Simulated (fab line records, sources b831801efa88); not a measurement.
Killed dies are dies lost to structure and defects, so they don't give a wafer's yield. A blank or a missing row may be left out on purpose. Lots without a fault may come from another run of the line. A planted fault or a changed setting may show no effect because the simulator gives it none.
Chamber matching | flow sky130 | SKY_LI_CONTACT_ETCH_15 on rie_diel-01: 4 sister chambers
The step etches PSG in C4F8/O2/Ar, stops on Si, target depth 600 nm. 8 wafers are shown with their chamber, then 8 later ones without.

WAFERS WITH THEIR CHAMBER
wafer  | chamber | oes_product_au (a.u.)
L078.1 | 2       | 0.840
L078.3 | 1       | 0.836
L078.5 | 0       | 0.831
L078.6 | 3       | 0.828
L079.1 | 2       | 0.830
L079.2 | 0       | 0.840
L079.3 | 1       | 0.832
L079.4 | 3       | 0.839

WAFERS WITHOUT THEIR CHAMBER
wafer  | oes_product_au (a.u.)
L079.5 | 0.835
L079.6 | 0.840
L081.1 | 0.833
L081.2 | 0.847
L081.3 | 0.840
L081.4 | 0.834
L081.5 | 0.835
L081.6 | 0.829

WHICH CHAMBER EACH WENT THROUGH
wafer  | from the rows above               | in truth
L079.5 | can't be placed: 2 or 0 or 1 or 3 | 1
L079.6 | can't be placed: 0 or 2 or 1 or 3 | 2
L081.1 | can't be placed: 3 or 1 or 2 or 0 | 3
L081.2 | can't be placed: 0 or 2 or 1 or 3 | 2
L081.3 | can't be placed: 0 or 2 or 1 or 3 | 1
L081.4 | can't be placed: 1 or 3 or 2 or 0 | 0
L081.5 | can't be placed: 2 or 0 or 1 or 3 | 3
L081.6 | can't be placed: 3 or 1 or 2 or 0 | 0
Placed correctly: 0 of 8. Can't be placed from these rows: 8 (the true chamber is among the candidates in 8). Placed wrongly: 0.
How it was worked out, from the rows above alone: a wafer's distance from a chamber is the root of the sum, over the readings, of the square of ((its reading less the chamber's mean) divided by the reading's scatter). The wafer belongs to the nearest chamber; if the next one is less than 2 further off, it can't be placed. A chamber's mean is the mean of its shown wafers. The scatter: the root of (the sum of the squares of (reading less its chamber's mean) over the shown wafers, divided by (wafers less chambers)).
